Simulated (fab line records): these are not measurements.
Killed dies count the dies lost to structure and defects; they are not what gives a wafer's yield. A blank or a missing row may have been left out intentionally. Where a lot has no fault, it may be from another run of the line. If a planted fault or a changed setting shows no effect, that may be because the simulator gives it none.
A lot that was struck, set against a sound lot :: flow gf180mcu :: 21 steps out of a route of 602
Sound: these wafers, L218.3, L218.5, L218.6. Struck: wafers L224.1, L224.4, L224.5. The cause is named last.
Each step with rows lists, per side, the tool, then ch with its chambers, then its first start. Under that, the readings that differ: sound wafers :: struck wafers :: difference of the means :: sigmas: that difference in standard deviations of wafers without a fault.
alike: a reading whose means differ by less than 2 such deviations, as well as words and numbers matching on both sides. not compared: withheld readings; readings where some wafer has no value; bounds like >300 that might hide an equal value; numbers whose values overlap and for which the record gives no deviation.
Wherever a step has rows on one side only, a row that says differs or no value, or a row with sigmas, the two part there. Numbers that have no deviation but don't overlap get no sigmas and don't part them. A reading missing from all wafers of one side parts the sides only when that side holds two or more wafers.

first, 1 step without rows for these wafers: GF_DUAL_GATE_DEVELOP_10 (develop time 60 s).
GF_DUAL_GATE_OVL_MEAS_11:
  sound on overlay-02, day 10 01:44; struck on overlay-01, day 11 17:52
  alike: DUAL_GATE_OVL
then, 1 step without rows for these wafers: GF_DUAL_GATE_WET_ETCH_12 (etches SiO2 in dHF, target depth 13 nm, time 260 s).
GF_DUAL_GATE_STRIP_13: strips in O2/N2.
  sound on plasmaAsher-02 ch 0,1, day 10 01:52; struck on plasmaAsher-04 ch 0,1, day 11 17:59
  alike: drypumpMotorCurrentA, heaterPowerW, oesProductAu, stripTimeToEndpointS
  not compared: rfHoursCounterH
then, 3 steps without rows for these wafers: GF_DUAL_GATE_CLEAN_14 (cleans in SC1/SC2, time 150 s); GF_DUAL_GATE_OXIDATION_15 (stabilise 600 s, purge 300 s, target thk 7.098 nm); GF_POLY_GATE_CVD_00 (deposits poly-Si, target thk 200 nm, time 1200 s).
GF_POLY_GATE_THK_MEAS_01:
  sound on filmMetro-02, day 10 07:33; struck on filmMetro-03, day 11 21:41
  alike: POLY_GATE_CVD_00_THK
then, 4 steps without rows for these wafers: GF_POLY_GATE_DEHYDRATE_02 (time 60 s); GF_POLY_GATE_HMDS_03 (prime time 60 s); GF_POLY_GATE_COAT_04; GF_POLY_GATE_COAT_05 (resist thk 700 nm).
GF_POLY_GATE_SOFTBAKE_06: time 60 s.
  sound on lithoTrack-03 ch 0, day 10 17:00; struck on lithoTrack-03 ch 0, day 12 07:00
reading: runLengthS (s)
sound: 88.73 89.03 88.76
struck: 98.57 98.80 98.59
difference: +9.81
sigmas: +75
then, 3 steps without rows for these wafers: GF_POLY_GATE_EXPOSE_07 (exposes mask Poly2, target cd 280 nm); GF_POLY_GATE_PEB_08 (peb time 90 s); GF_POLY_GATE_DEVELOP_09 (develop time 60 s).
GF_POLY_GATE_CD_MEAS_10 targets a cd of 280 nm.
  sound on cdSem-02, day 11 02:15; struck on cdSem-01, day 12 17:25
  alike: cdNm
GF_POLY_GATE_OVL_MEAS_11:
  sound on overlay-02, day 11 02:20; struck on overlay-02, day 12 17:32
  alike: POLY_GATE_OVL
GF_POLY_GATE_ETCH_12: etches BARC in N2/H2.
  sound on rieDiel-04 ch 1,2,3, day 11 02:22; struck on rieDiel-02 ch 0,3, day 12 17:34
  alike: drypumpMotorCurrentA, oesProductAu, throttleValvePct
  not compared: model.POLY_GATE.cdNm
GF_POLY_GATE_ETCH_13: etches poly-Si in HBr/Cl2, stops on SiO2, target depth 198.5 nm, time 69.6 s.
  sound on rieSi-02 ch 0,1,3, day 11 02:25; struck on rieSi-02 ch 1,2,3, day 12 17:38
  alike: drypumpMotorCurrentA, oesProductAu, throttleValvePct
  not compared: rfHoursCounterH
GF_PASSIVATION_PROBE_99:
  rows exist in the record for the sound wafers here (prober-02, day 30 22:10), none for the struck ones

WHERE THEY PART
Earliest at GF_POLY_GATE_SOFTBAKE_06; latest, in this record, at GF_PASSIVATION_PROBE_99.

WHY: whatever the simulator had introduced
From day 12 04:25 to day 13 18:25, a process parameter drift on lithoTrack-03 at GF_POLY_GATE_SOFTBAKE_06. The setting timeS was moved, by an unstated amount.
